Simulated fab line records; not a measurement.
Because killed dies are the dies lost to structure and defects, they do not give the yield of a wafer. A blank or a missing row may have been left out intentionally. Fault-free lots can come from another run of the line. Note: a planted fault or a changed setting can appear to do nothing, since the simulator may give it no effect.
The tool behind it: which one? -- flow gf180mcu -- 18 wafers from 6 lots sampled at 4 of the route's 602 steps

WHAT THE GAUGES READ, wafer by wafer
GF_HV_LDD_TW_MEAS_38.
lot,measured,on,HV_LDD_3_TW
L959,day 12 04:35,film metro-04,1414 1420 1420
L961,day 12 22:20,film metro-04,1422 1412 1409
L968,day 14 20:05,film metro-03,1448 1440 1442
L973,day 17 06:59,film metro-02,1435 1440 1438
L975,day 18 04:12,film metro-04,1414 1421 1424
L978,day 19 14:02,film metro-02,1446 1441 1437

TOOL THAT RAN EACH LOT (tool first, then ch and the chambers of the sampled wafers, then the start)
lot,GF_DNWELL_STRIP_08,GF_VT_IMPLANT_STRIP_42,GF_POLY_GATE_STRIP_14
L959,"plasma asher-04 ch 0,1, day 3 05:59","plasma asher-02 ch 0,1, day 8 02:07","plasma asher-01 ch 0,1, day 9 19:15"
L961,"plasma asher-04 ch 0,1, day 3 17:35","plasma asher-03 ch 0,1, day 8 12:52","plasma asher-03 ch 0,1, day 10 08:59"
L968,"plasma asher-02 ch 0,1, day 5 05:16","plasma asher-01 ch 0,1, day 10 10:49","plasma asher-03 ch 0,1, day 12 05:28"
L973,"plasma asher-04 ch 0,1, day 6 16:26","plasma asher-01 ch 0,1, day 12 10:51","plasma asher-04 ch 0,1, day 14 11:26"
L975,"plasma asher-04 ch 0,1, day 7 03:35","plasma asher-03 ch 0,1, day 13 02:46","plasma asher-01 ch 0,1, day 15 04:06"
L978,"plasma asher-02 ch 0,1, day 8 01:17","plasma asher-02 ch 1, day 14 04:24","plasma asher-04 ch 0,1, day 16 12:17"
- GF_DNWELL_STRIP_08: strips in O2/N2.
- GF_VT_IMPLANT_STRIP_42: strips in O2/N2.
- GF_POLY_GATE_STRIP_14: strips in O2/N2.

THE ANSWER, worked out from the rows above alone
Rule: usual is defined by the lots themselves. Put in order of their means at a reading, lots are off if they are a third of the lots or fewer, leave a main group of 4 or more, and stand apart from it by a gap of 3 or more times the standard deviation of the main group's means; of several such gaps the widest counts. If all means in a main group match to the digits the tables above print for the reading, that group is not used. Also off: a lot with no number at a reading for which 4 or more lots have one. Any other lot the step has rows for is counted as sound.
Across all readings shown, no lot is off: no conclusion can be drawn from this.

WHAT THE SIMULATOR HAD INSERTED
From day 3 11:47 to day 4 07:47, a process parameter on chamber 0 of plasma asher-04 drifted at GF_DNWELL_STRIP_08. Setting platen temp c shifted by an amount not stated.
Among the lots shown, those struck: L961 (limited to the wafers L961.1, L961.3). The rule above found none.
